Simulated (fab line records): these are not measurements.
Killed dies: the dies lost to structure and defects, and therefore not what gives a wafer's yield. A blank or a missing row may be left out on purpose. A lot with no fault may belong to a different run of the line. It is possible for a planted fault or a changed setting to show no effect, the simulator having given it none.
What tool caused it?	flow sky130	33 wafers from 11 lots sampled at 2 of the route's 708 steps

WHAT THE GAUGES READ, wafer by wafer
SKY_VIA2_BOW_MEAS_03. Usual: VIA2_BOW 84 um, standard deviation 7.8.
lot	measured	on	VIA2_BOW (um)	flag
L902	day 36 15:34	film_metro-02	77 83 73	
L904	day 36 18:43	film_metro-03	76 86 95	
L905	day 36 20:07	film_metro-04	88 85 73	
L907	day 37 15:36	film_metro-02	78 75 85	
L908	day 38 00:01	film_metro-02	85 75 81	
L910	day 38 02:31	film_metro-04	99 78 83	
L915	day 39 10:39	film_metro-02	84 76 77	
L916	day 39 22:44	film_metro-02	91 90 101	
L919	day 40 12:11	film_metro-02	76 84 80	
L922	day 41 15:41	film_metro-02	92 73 91	
L925	day 42 02:17	film_metro-04	102 84 90	

WHAT TOOL EACH LOT RAN ON (gives the tool, then ch and the chambers of the sampled wafers, and finally the start)
lot	SKY_METAL2_STRIP_20
L902	plasma_asher-02 ch 1, day 36 14:28
L904	plasma_asher-02 ch 0,1, day 36 17:32
L905	plasma_asher-04 ch 0,1, day 36 18:56
L907	plasma_asher-01 ch 0,1, day 37 14:26
L908	plasma_asher-01 ch 0, day 37 22:50
L910	plasma_asher-01 ch 0,1, day 38 01:26
L915	plasma_asher-02 ch 0,1, day 39 09:34
L916	plasma_asher-04 ch 0,1, day 39 21:34
L919	plasma_asher-01 ch 0,1, day 40 10:35
L922	plasma_asher-01 ch 0,1, day 41 14:35
L925	plasma_asher-04 ch 0,1, day 42 01:11
- SKY_METAL2_STRIP_20: strips in O2/N2.

AS READ BY THE TOOLS THEMSELVES (means over the sampled wafers that have a number; for cases with no such wafer, the mark the record gives instead)
SKY_METAL2_STRIP_20. Usual: drypump_motor_current_A 5.6 A, standard deviation 0.39; oes_product_au 0.343 a.u., standard deviation 0.0047; strip_time_to_endpoint_s 2.71 s, standard deviation 0.051.
lot	tool	drypump_motor_current_A (A)	oes_product_au (a.u.)	strip_time_to_endpoint_s (s)	flag
L902	plasma_asher-02	5.1	0.341	2.69	
L904	plasma_asher-02	5.5	0.343	2.73	
L905	plasma_asher-04	6.1	0.341	2.78	
L907	plasma_asher-01	5.4	0.348	2.73	
L908	plasma_asher-01	5.3	0.338	2.65	
L910	plasma_asher-01	5.5	0.343	2.68	
L915	plasma_asher-02	5.5	0.347	2.72	
L916	plasma_asher-04	6.2	0.343	2.73	
L919	plasma_asher-01	5.4	0.342	2.68	
L922	plasma_asher-01	5.5	0.348	2.77	
L925	plasma_asher-04	6.2	0.346	2.72	

THE ANSWER, worked out from the rows above alone
Rule: lot off if the mean of its wafers having a number is beyond 3 standard deviations from the usual mean. Also off: a lot with no number at a reading for which 4 or more lots have one. Any other lot the step has rows for is counted as sound. Order of review: gauges by route order, followed by the tools' own readings, for which a lot's mean as printed above is used. At the first step where some lot is off, the reading lying furthest off is the one used; lots without a number count as furthest.
No lot is off at any reading shown: from this, nothing can be told.

WHAT HAD BEEN PUT IN BY THE SIMULATOR
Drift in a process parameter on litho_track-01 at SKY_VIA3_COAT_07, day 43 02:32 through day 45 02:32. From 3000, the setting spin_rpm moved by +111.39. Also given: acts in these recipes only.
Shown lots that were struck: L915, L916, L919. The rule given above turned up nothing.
